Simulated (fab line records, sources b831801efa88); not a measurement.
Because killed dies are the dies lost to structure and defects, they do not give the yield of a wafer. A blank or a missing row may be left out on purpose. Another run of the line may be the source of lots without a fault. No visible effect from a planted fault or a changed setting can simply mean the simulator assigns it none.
Which tool is to blame? / flow gf180mcu / 12 lots with 36 wafers sampled at 6 steps, on a route of 602 steps

== WHAT THE GAUGES READ, wafer by wafer ==
GF_VT_IMPLANT_RS_MEAS_46: uses a four-point probe to measure. Usual: MVSD_RS typically reads 456.2 ohm/sq, with standard deviation 1.2.
lot=L499; measured=day 7 18:46; on=film metro-02; MVSD_RS (ohm/sq)=456.1 456.8 456.4; flag=
lot=L500; measured=day 8 00:13; on=film metro-04; MVSD_RS (ohm/sq)=454.8 455.8 455.7; flag=
lot=L501; measured=day 8 07:31; on=film metro-04; MVSD_RS (ohm/sq)=457.4 456.9 456.9; flag=
lot=L502; measured=day 8 19:49; on=film metro-02; MVSD_RS (ohm/sq)=455.9 456.9 456.7; flag=
lot=L504; measured=day 9 06:43; on=film metro-02; MVSD_RS (ohm/sq)=454.8 455.3 455.6; flag=
lot=L506; measured=day 9 17:27; on=film metro-04; MVSD_RS (ohm/sq)=453.2 455.0 453.8; flag=
lot=L507; measured=day 10 01:55; on=film metro-01; MVSD_RS (ohm/sq)=457.9 457.3 456.2; flag=
lot=L512; measured=day 11 12:46; on=film metro-04; MVSD_RS (ohm/sq)=456.4 456.6 455.3; flag=
lot=L514; measured=day 12 05:17; on=film metro-04; MVSD_RS (ohm/sq)=457.8 455.9 457.1; flag=
lot=L516; measured=day 12 14:37; on=film metro-04; MVSD_RS (ohm/sq)=454.8 454.0 454.9; flag=
lot=L519; measured=day 13 11:13; on=film metro-01; MVSD_RS (ohm/sq)=456.5 456.0 455.7; flag=
lot=L521; measured=day 14 01:11; on=film metro-02; MVSD_RS (ohm/sq)=458.3 457.1 458.2; flag=

GF_HV_LDD_CD_MEAS_19: target cd 400 nm. Usual: 399.2 nm for cd nm, sd 1.7.
lot=L499; measured=day 11 01:38; on=cd sem-01; cd nm (nm)=398.4 400.0 399.0; flag=
lot=L500; measured=day 11 04:56; on=cd sem-02; cd nm (nm)=397.8 398.6 399.6; flag=
lot=L501; measured=day 11 16:37; on=cd sem-01; cd nm (nm)=399.0 400.3 399.3; flag=
lot=L502; measured=day 12 05:48; on=cd sem-02; cd nm (nm)=397.2 399.9 400.1; flag=
lot=L504; measured=day 12 21:49; on=cd sem-01; cd nm (nm)=398.2 402.5 401.8; flag=
lot=L506; measured=day 13 05:54; on=cd sem-02; cd nm (nm)=401.0 402.8 401.6; flag=
lot=L507; measured=day 13 16:43; on=cd sem-01; cd nm (nm)=402.2 400.3 400.6; flag=
lot=L512; measured=day 15 05:46; on=cd sem-01; cd nm (nm)=400.3 400.6 399.7; flag=
lot=L514; measured=day 16 04:50; on=cd sem-02; cd nm (nm)=401.0 400.5 399.4; flag=
lot=L516; measured=day 16 08:49; on=cd sem-02; cd nm (nm)=399.3 400.7 398.2; flag=
lot=L519; measured=day 17 11:03; on=cd sem-01; cd nm (nm)=398.2 399.7 400.7; flag=
lot=L521; measured=day 18 03:35; on=cd sem-02; cd nm (nm)=400.4 400.8 400.6; flag=

GF_HV_LDD_OVL_MEAS_32. Usual: HV_LDD_02_OVL typically reads -0.2 nm, with standard deviation 1.4.
lot=L499; measured=day 11 21:33; on=overlay-02; HV_LDD_02_OVL (nm)=0.0 1.7 1.3; flag=
lot=L500; measured=day 11 23:26; on=overlay-02; HV_LDD_02_OVL (nm)=-0.6 -0.9 -2.0; flag=
lot=L501; measured=day 12 12:29; on=overlay-01; HV_LDD_02_OVL (nm)=-2.3 0.3 -0.4; flag=
lot=L502; measured=day 13 02:05; on=overlay-02; HV_LDD_02_OVL (nm)=1.1 -0.2 0.0; flag=
lot=L504; measured=day 13 17:59; on=overlay-02; HV_LDD_02_OVL (nm)=1.9 0.0 1.0; flag=
lot=L506; measured=day 14 02:56; on=overlay-02; HV_LDD_02_OVL (nm)=-2.9 -0.7 -1.6; flag=
lot=L507; measured=day 14 13:28; on=overlay-02; HV_LDD_02_OVL (nm)=-1.4 -1.9 -1.3; flag=
lot=L512; measured=day 16 04:02; on=overlay-02; HV_LDD_02_OVL (nm)=1.1 2.7 0.8; flag=
lot=L514; measured=day 17 04:08; on=overlay-01; HV_LDD_02_OVL (nm)=0.8 2.9 -0.5; flag=
lot=L516; measured=day 17 08:01; on=overlay-01; HV_LDD_02_OVL (nm)=0.8 1.3 1.1; flag=
lot=L519; measured=day 18 11:05; on=overlay-01; HV_LDD_02_OVL (nm)=1.1 1.1 1.1; flag=
lot=L521; measured=day 19 03:57; on=overlay-02; HV_LDD_02_OVL (nm)=-5.7 -0.8 -1.9; flag=

GF_PSD_RS_MEAS_14: uses a four-point probe to measure. Usual: NSD_RS typically reads 46.09 ohm/sq, with standard deviation 0.087.
lot=L499; measured=day 14 15:38; on=film metro-03; NSD_RS (ohm/sq)=46.14 46.11 46.10; flag=
lot=L500; measured=day 14 16:14; on=film metro-03; NSD_RS (ohm/sq)=45.95 46.13 46.03; flag=
lot=L501; measured=day 15 06:54; on=film metro-03; NSD_RS (ohm/sq)=46.15 46.24 46.12; flag=
lot=L502; measured=day 15 21:45; on=film metro-03; NSD_RS (ohm/sq)=46.13 46.11 46.03; flag=
lot=L504; measured=day 16 16:43; on=film metro-03; NSD_RS (ohm/sq)=46.10 46.18 46.28; flag=
lot=L506; measured=day 16 23:39; on=film metro-01; NSD_RS (ohm/sq)=46.11 46.15 46.00; flag=
lot=L507; measured=day 17 12:49; on=film metro-03; NSD_RS (ohm/sq)=46.04 46.06 46.21; flag=
lot=L512; measured=day 19 08:42; on=film metro-03; NSD_RS (ohm/sq)=40.82 40.84 40.78; flag=OFF
lot=L514; measured=day 20 09:41; on=film metro-04; NSD_RS (ohm/sq)=46.11 46.25 46.05; flag=
lot=L516; measured=day 20 15:15; on=film metro-04; NSD_RS (ohm/sq)=40.67 40.64 40.65; flag=OFF
lot=L519; measured=day 21 15:36; on=film metro-01; NSD_RS (ohm/sq)=46.14 46.13 46.10; flag=
lot=L521; measured=day 22 08:28; on=film metro-01; NSD_RS (ohm/sq)=40.80 40.79 40.86; flag=OFF

== EACH LOT AND THE TOOL THAT RAN IT (in order: tool; ch and the chambers of the sampled wafers; start) ==
lot=L499; GF_NSD_IMPLANT_10=implanter-04 ch 0, day 13 18:26; GF_NSD_STRIP_11=plasma asher-01 ch 0,1, day 13 18:34
lot=L500; GF_NSD_IMPLANT_10=implanter-02 ch 0, day 13 18:57; GF_NSD_STRIP_11=plasma asher-01 ch 0,1, day 13 19:05
lot=L501; GF_NSD_IMPLANT_10=implanter-04 ch 0, day 14 09:17; GF_NSD_STRIP_11=plasma asher-01 ch 0,1, day 14 09:26
lot=L502; GF_NSD_IMPLANT_10=implanter-02 ch 0, day 14 23:35; GF_NSD_STRIP_11=plasma asher-02 ch 0,1, day 14 23:44
lot=L504; GF_NSD_IMPLANT_10=implanter-02 ch 0, day 15 17:51; GF_NSD_STRIP_11=plasma asher-02 ch 0,1, day 15 17:59
lot=L506; GF_NSD_IMPLANT_10=implanter-04 ch 0, day 16 00:37; GF_NSD_STRIP_11=plasma asher-01 ch 1, day 16 00:46
lot=L507; GF_NSD_IMPLANT_10=implanter-04 ch 0, day 16 13:23; GF_NSD_STRIP_11=plasma asher-04 ch 0,1, day 16 13:32
lot=L512; GF_NSD_IMPLANT_10=implanter-04 ch 0, day 18 08:07; GF_NSD_STRIP_11=plasma asher-02 ch 0,1, day 18 08:38
lot=L514; GF_NSD_IMPLANT_10=implanter-02 ch 0, day 19 08:11; GF_NSD_STRIP_11=plasma asher-02 ch 1, day 19 08:19
lot=L516; GF_NSD_IMPLANT_10=implanter-04 ch 0, day 19 14:24; GF_NSD_STRIP_11=plasma asher-01 ch 1, day 19 14:50
lot=L519; GF_NSD_IMPLANT_10=implanter-01 ch 0, day 20 15:08; GF_NSD_STRIP_11=plasma asher-04 ch 0,1, day 20 15:17
lot=L521; GF_NSD_IMPLANT_10=implanter-02 ch 0, day 21 08:03; GF_NSD_STRIP_11=plasma asher-02 ch 0,1, day 21 08:29
- GF_NSD_IMPLANT_10
- GF_NSD_STRIP_11: strips in O2/N2.

== AS READ BY THE TOOLS THEMSELVES (means over the sampled wafers that have a number; for cases with no such wafer, the mark the record gives instead) ==
GF_NSD_IMPLANT_10. Usual: 5e+14 for dose ions cm2, sd 5.7e+11.
lot=L499; tool=implanter-04; dose ions cm2=5e+14; flag=
lot=L500; tool=implanter-02; dose ions cm2=5e+14; flag=
lot=L501; tool=implanter-04; dose ions cm2=5e+14; flag=
lot=L502; tool=implanter-02; dose ions cm2=5e+14; flag=
lot=L504; tool=implanter-02; dose ions cm2=5e+14; flag=
lot=L506; tool=implanter-04; dose ions cm2=5e+14; flag=
lot=L507; tool=implanter-04; dose ions cm2=5e+14; flag=
lot=L512; tool=implanter-04; dose ions cm2=5e+14; flag=
lot=L514; tool=implanter-02; dose ions cm2=5e+14; flag=
lot=L516; tool=implanter-04; dose ions cm2=5e+14; flag=
lot=L519; tool=implanter-01; dose ions cm2=5e+14; flag=
lot=L521; tool=implanter-02; dose ions cm2=5e+14; flag=

GF_NSD_STRIP_11. Usual: drypump motor current A 5.7 A, standard deviation 0.42; heater power w 309 W, standard deviation 34; oes product au 0.487 a.u., standard deviation 0.0047; strip time to endpoint s 22.97 s, standard deviation 0.038.
lot=L499; tool=plasma asher-01; drypump motor current A (A)=5.8; heater power w (W)=330; oes product au (a.u.)=0.487; strip time to endpoint s (s)=22.92; flag=
lot=L500; tool=plasma asher-01; drypump motor current A (A)=6.1; heater power w (W)=340; oes product au (a.u.)=0.489; strip time to endpoint s (s)=22.95; flag=
lot=L501; tool=plasma asher-01; drypump motor current A (A)=6.1; heater power w (W)=337; oes product au (a.u.)=0.481; strip time to endpoint s (s)=22.92; flag=
lot=L502; tool=plasma asher-02; drypump motor current A (A)=5.7; heater power w (W)=298; oes product au (a.u.)=0.488; strip time to endpoint s (s)=22.96; flag=
lot=L504; tool=plasma asher-02; drypump motor current A (A)=5.7; heater power w (W)=301; oes product au (a.u.)=0.486; strip time to endpoint s (s)=22.95; flag=
lot=L506; tool=plasma asher-01; drypump motor current A (A)=6.3; heater power w (W)=336; oes product au (a.u.)=0.491; strip time to endpoint s (s)=23.03; flag=
lot=L507; tool=plasma asher-04; drypump motor current A (A)=5.5; heater power w (W)=314; oes product au (a.u.)=0.489; strip time to endpoint s (s)=22.97; flag=
lot=L512; tool=plasma asher-02; drypump motor current A (A)=5.7; heater power w (W)=298; oes product au (a.u.)=0.477; strip time to endpoint s (s)=23.46; flag=OFF
lot=L514; tool=plasma asher-02; drypump motor current A (A)=5.5; heater power w (W)=295; oes product au (a.u.)=0.487; strip time to endpoint s (s)=22.94; flag=
lot=L516; tool=plasma asher-01; drypump motor current A (A)=6.3; heater power w (W)=336; oes product au (a.u.)=0.481; strip time to endpoint s (s)=23.45; flag=OFF
lot=L519; tool=plasma asher-04; drypump motor current A (A)=5.5; heater power w (W)=313; oes product au (a.u.)=0.485; strip time to endpoint s (s)=22.97; flag=
lot=L521; tool=plasma asher-02; drypump motor current A (A)=5.9; heater power w (W)=289; oes product au (a.u.)=0.488; strip time to endpoint s (s)=23.50; flag=OFF

== THE ANSWER, worked out from the rows above alone ==
Rule: a lot is off if the mean of its wafers that have a number lies more than 3 standard deviations from the usual mean. Also off: a lot with no number at a reading for which 4 or more lots have one. All remaining lots with rows at the step are treated as sound. Order of review: gauges by route order, followed by the tools' own readings, for which a lot's mean as printed above is used. At the first step where some lot is off, the reading lying furthest off is the one used; lots without a number count as furthest.
Off: L512, L516, L521, seen at GF_PSD_RS_MEAS_14 (NSD_RS).
A tool fits if, at a process step before that reading, it ran every lot that is off, and no sound lot after the first of them. The gauges at GF_PSD_RS_MEAS_14 aren't tried: what is off there is off at GF_NSD_STRIP_11 too, on other tools, and a gauge's error can't cause that. Of those tried, none fits.

== WHAT HAD BEEN PUT IN BY THE SIMULATOR ==
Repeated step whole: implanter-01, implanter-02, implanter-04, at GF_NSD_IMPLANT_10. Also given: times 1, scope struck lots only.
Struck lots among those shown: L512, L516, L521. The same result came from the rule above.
